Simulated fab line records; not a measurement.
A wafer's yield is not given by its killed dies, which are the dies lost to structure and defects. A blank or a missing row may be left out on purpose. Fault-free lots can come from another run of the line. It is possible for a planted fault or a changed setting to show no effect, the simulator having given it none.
A struck lot beside a sound one / flow gf180mcu / 16 steps out of a route of 602
Sound: these wafers, L611.1, L611.2, L611.4. Wafers L629.1, L629.4, L629.5 were the ones struck. The cause is given at the end.
Order at every step that has rows: each side's tool, ch and its chambers, its first start. Under that, the readings that differ: sound wafers / struck wafers / difference of the means / sigmas: that difference in standard deviations of wafers without a fault.
alike: same words and numbers on both sides, and readings whose means sit less than 2 such deviations apart. not compared: any withheld reading, any reading some wafer has no value for, any bound like >300 that may hide the same value, and any number with overlapping values for which the record gives no deviation.
The two part at a step that has a row with sigmas, a row that says differs or no value, or rows on one side only. Numbers that have no deviation but don't overlap get no sigmas and don't part them. A reading that every wafer of one side lacks parts them only if that side has two wafers or more.

GF_NSD_CD_MEAS_07 targets a cd of 400 nm.
  sound on cd_sem-02 at day 13 14:55; struck on cd_sem-01 at day 19 20:25
  alike: cd_nm
GF_NSD_OVL_MEAS_08:
  sound on overlay-02 at day 13 15:02; struck on overlay-01 at day 19 20:32
  alike: NSD_OVL
then, 2 steps without rows for these wafers: GF_NSD_IMPLANT_09; GF_NSD_IMPLANT_10.
GF_NSD_STRIP_11: strips in O2/N2.
  sound on plasma_asher-01 ch 0,1, day 13 15:23; struck on plasma_asher-04 ch 0,1, day 19 20:53
reading=strip_time_to_endpoint_s (s); sound=22.99 23.04 22.98; struck=22.94 22.90 22.94; difference=-0.08; sigmas=-3
  alike: drypump_motor_current_A, heater_power_w, n2_flow_sccm, oes_product_au, platen_temp_c
  not compared: rf_hours_counter_h
GF_NSD_TW_MEAS_12:
  sound on film_metro-02 at day 13 15:29; struck on film_metro-02 at day 19 20:59
  alike: NSD_TW
then, 6 steps without rows for these wafers: GF_PSD_DEHYDRATE_00 (time 60 s); GF_PSD_HMDS_01 (prime time 60 s); GF_PSD_COAT_02 (resist thk 1000 nm); GF_PSD_SOFTBAKE_03 (time 60 s); GF_PSD_EXPOSE_04 (exposes mask Pplus, target cd 400 nm); GF_PSD_PEB_05.
GF_PSD_DEVELOP_06: develop time 60 s.
  sound on litho_track-02 ch 0, day 14 10:29; struck on litho_track-01 ch 0, day 20 21:38
  alike: exhaust_pa
GF_PSD_CD_MEAS_07 targets a cd of 400 nm.
  sound on cd_sem-01 at day 14 10:38; struck on cd_sem-02 at day 20 21:47
reading=cd_nm (nm); sound=399.9 400.6 399.5; struck=409.2 409.5 409.4; difference=+9.4; sigmas=+4
GF_PSD_OVL_MEAS_08:
  sound on overlay-01 at day 14 10:46; struck on overlay-02 at day 20 21:54
  alike: PSD_OVL
GF_PASSIVATION_PROBE_99:
  sound wafers here have rows in the record (prober-01, day 29 03:19); struck ones have none

== WHERE THEY PART ==
Earliest at GF_NSD_STRIP_11; latest, in this record, at GF_PASSIVATION_PROBE_99.

WHY: the cause the simulator had injected
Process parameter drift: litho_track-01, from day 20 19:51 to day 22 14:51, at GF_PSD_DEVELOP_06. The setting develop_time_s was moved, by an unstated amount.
